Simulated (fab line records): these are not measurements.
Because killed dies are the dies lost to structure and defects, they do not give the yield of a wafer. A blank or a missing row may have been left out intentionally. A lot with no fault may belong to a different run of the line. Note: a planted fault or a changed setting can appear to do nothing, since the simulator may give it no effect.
Problem report in the 8D (eight disciplines) form, filled by code -- flow sky130 -- the parts of the form that need people (team, actions taken, sign-off) are left out

## 1. THE ISSUE
Across 6 wafers from 2 lots, VT_ADJUST_LVTN_TW at SKY_VT_ADJUST_LVTN_TW_MEAS_10 averages 265.9, while fault-free wafers read 243.2 with a standard deviation of 1.1. Relative to the usual mean, that is a shift of +21 standard deviations.
First observed at day 9 02:43: wafer L635.3, on film_metro-03. The record has a number at this step for 36 wafers belonging to 12 lots. By rule, "out" or "out of limits" means more than 4 standard deviations away from the usual mean. Any other wafer with a number is counted as sound.

## 2. WHAT THIS IS AND IS NOT
question,is,is not
which readings at this step,VT_ADJUST_LVTN_TW,-
which lots,"L635, L636","L628, L629, L630, L631, L632, L637, L644, L647, L648, L649"
which wafers of those lots,all that have a number,-
read on which gauges,"film_metro-02, film_metro-03",film_metro-01
when,from day 9 02:43,"up to then (15 sound wafers); but 15 sound wafers of L637, L644, L647, L648, L649 came after"

## 3. THE SUSPECTS, EACH WITH WHAT RULES IT OUT
Counting: any tool at a process step up to the reading is kept as a suspect provided that every lot that is out went through it and no sound lot did after the first of them.
- ruled out: the gauge at SKY_VT_ADJUST_LVTN_TW_MEAS_10. The wafers that are out were read on 2 gauges (film_metro-02, film_metro-03).
- implanter-02 at SKY_VT_ADJUST_LVTN_IMPLANT_08: ruled out as a lasting fault. The sound lots L649 went through it after L635, its earliest lot that is out (day 9 02:29).
Left after counting: nothing in the record.

## 4. THE CAUSE (what the simulator had put in)
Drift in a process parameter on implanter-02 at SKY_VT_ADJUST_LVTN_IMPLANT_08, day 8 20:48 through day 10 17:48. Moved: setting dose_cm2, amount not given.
The count ruled it out by mistake, since the rule takes a fault to strike every lot its tool runs from the start of the fault on, and this one did not do so.

## 5. THE EFFECT CHAIN, in route order
Each row: a reading whose mean over the struck wafers that have a number lies more than 3 standard deviations from the usual. Readings are gone through only where the record gives a usual standard deviation; hours: the median, over the lots, of the time from a lot's start at the first step in this table giving one to that lot's start at this step; sigmas: the change measured in usual standard deviations.
hours,step,reading,usual,on struck wafers,change,sigmas
0,SKY_VT_ADJUST_LVTN_IMPLANT_08,dose_ions_cm2,1.5703e+12,2.1088e+12,+5.3855e+11,+99 or more
0,SKY_VT_ADJUST_LVTN_IMPLANT_08,faraday_current_uA,8.84,11.96,+3.12,+18
0,SKY_VT_ADJUST_LVTN_TW_MEAS_10,VT_ADJUST_LVTN_TW,243.2,265.9,+22.8,+21
Process steps it contains:
- SKY_VT_ADJUST_LVTN_IMPLANT_08
Later steps that measure or inspect, where all struck wafers having a row at the step show a number for every such reading and not one has moved that far: SKY_SD_P_CD_MEAS_07, SKY_METAL1_RS_MEAS_05.

## 6. WHAT WOULD HAVE CAUGHT IT SOONER
Counted from the fault's start at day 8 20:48, it took 6 hours until the first out-of-limits reading at a measuring or inspecting step in this record, taken at day 9 02:43.
At SKY_VT_ADJUST_LVTN_IMPLANT_08, the tool's own readings (dose_ions_cm2, faraday_current_uA) were out on each struck wafer the step has a row for, so an alarm limit on them would have fired on the first such wafer.
